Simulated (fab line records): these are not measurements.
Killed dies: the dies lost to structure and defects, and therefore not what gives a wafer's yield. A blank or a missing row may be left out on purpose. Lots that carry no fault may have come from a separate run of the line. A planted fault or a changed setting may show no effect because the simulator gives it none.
Comparing a struck lot with a sound one    flow sky130    15 steps out of a route of 708
Sound: wafers L930.1, L930.4, L930.6. The struck wafers were L934.2, L934.4, L934.5. The cause is given at the end.
Order at every step that has rows: each side's tool, ch and its chambers, its first start. Under that, the readings that differ: sound wafers    struck wafers    difference of the means    sigmas: that difference in standard deviations of wafers without a fault.
alike: readings whose means differ by less than 2 such deviations, and words and numbers that are the same on both sides. not compared: withheld readings, readings that some wafer has no value for, bounds like >300 that may hide the same value, and numbers for which the record gives no deviation and whose values overlap.
The two part at a step that has a row with sigmas, a row that says differs or no value, or rows on one side only. Non-overlapping numbers with no deviation appear without sigmas and do not part them. A reading missing from all wafers of one side parts the sides only when that side holds two or more wafers.

first, 2 steps without rows for these wafers: SKY_CAP2M_PEB_10; SKY_CAP2M_DEVELOP_11 (develop time 60.77 s).
SKY_CAP2M_OVL_MEAS_12:
  struck on overlay-01, day 45 16:08; sound on overlay-01, day 44 00:22
  alike: CAP2M_OVL
SKY_CAP2M_METAL_ETCH_13: etches TiN in Cl2/BCl3, stops on SiO2, target depth 220 nm, time 62.9 s.
  sound on rie-metal-04 ch 0, day 44 00:24; struck on rie-metal-04 ch 0,1, day 45 16:10
reading                sound              struck             difference  sigmas
bcl3-flow-sccm (sccm)  29.84 29.97 29.77  30.16 30.03 30.01  +0.21       +2
oes-product-au (a.u.)  0.948 0.956 0.946  0.935 0.929 0.930  -0.019      -3
  alike: drypump-motor-current-A, throttle-valve-pct
  not compared: rf-hours-counter-h
SKY_CAP2M_STRIP_14: strips in O2/N2.
  sound on plasma-asher-02 ch 0,1, day 44 00:29; struck on plasma-asher-04 ch 0,1, day 45 16:14
  alike: drypump-motor-current-A, n2-flow-sccm, oes-product-au, strip-time-to-endpoint-s
  not compared: rf-hours-counter-h
then, 7 steps without rows for these wafers: SKY_CAP2M_STRIP_15 (strips in post etch residue remover, time 1200 s); SKY_CAP2M_CLEAN_16 (cleans in IPA, time 180 s); SKY_CAP2M_CLEAN_17 (cleans in O3/DIW); SKY_METAL4_DEHYDRATE_05 (time 60 s); SKY_METAL4_HMDS_06 (prime time 60 s); SKY_METAL4_COAT_07 (resist thk 60 nm); SKY_METAL4_COAT_08 (resist thk 1140 nm).
SKY_METAL4_SOFTBAKE_09: time 90 s.
  sound on litho-track-03 ch 0, day 44 12:00; struck on litho-track-03 ch 0, day 46 03:00
reading                   sound                struck                difference  sigmas
heater-power-total-W (W)  57.27 57.48 57.41    57.83 58.13 57.76     +0.52       +5
plate-temp-C (C)          100.05 100.14 99.96  100.96 100.93 100.68  +0.81       +6
then, 1 step without rows for these wafers: SKY_METAL4_EXPOSE_10 (exposes mask MM4, target cd 300 nm).
-- the record jumps here: 4 days lie between the struck wafers' starts before and after (it left off in module METAL4 and takes up again in module PAD_OPEN, whose first step shown is number 708 of the route) --
SKY_PAD_OPEN_PROBE_99:
  struck on prober-02, day 50 01:23; sound on prober-01, day 48 14:44
  alike: defect-limited-yield, killed_at_M0_to_M3, killed_at_M4_up, killed-at-contacts, killed-at-front-end, killed-at-other, killed-dies, killed-open, killed-short, sort_bin_3_pad_short, sort_bin_5_function, sort_bin_6_memory, sort-n-pass, sort-yield-pct

WHERE THEY PART
At SKY_CAP2M_METAL_ETCH_13 first; at SKY_METAL4_SOFTBAKE_09 last (within this record only). Later steps at which nothing parts them and some readings are alike: SKY_PAD_OPEN_PROBE_99.

WHY: whatever the simulator had introduced
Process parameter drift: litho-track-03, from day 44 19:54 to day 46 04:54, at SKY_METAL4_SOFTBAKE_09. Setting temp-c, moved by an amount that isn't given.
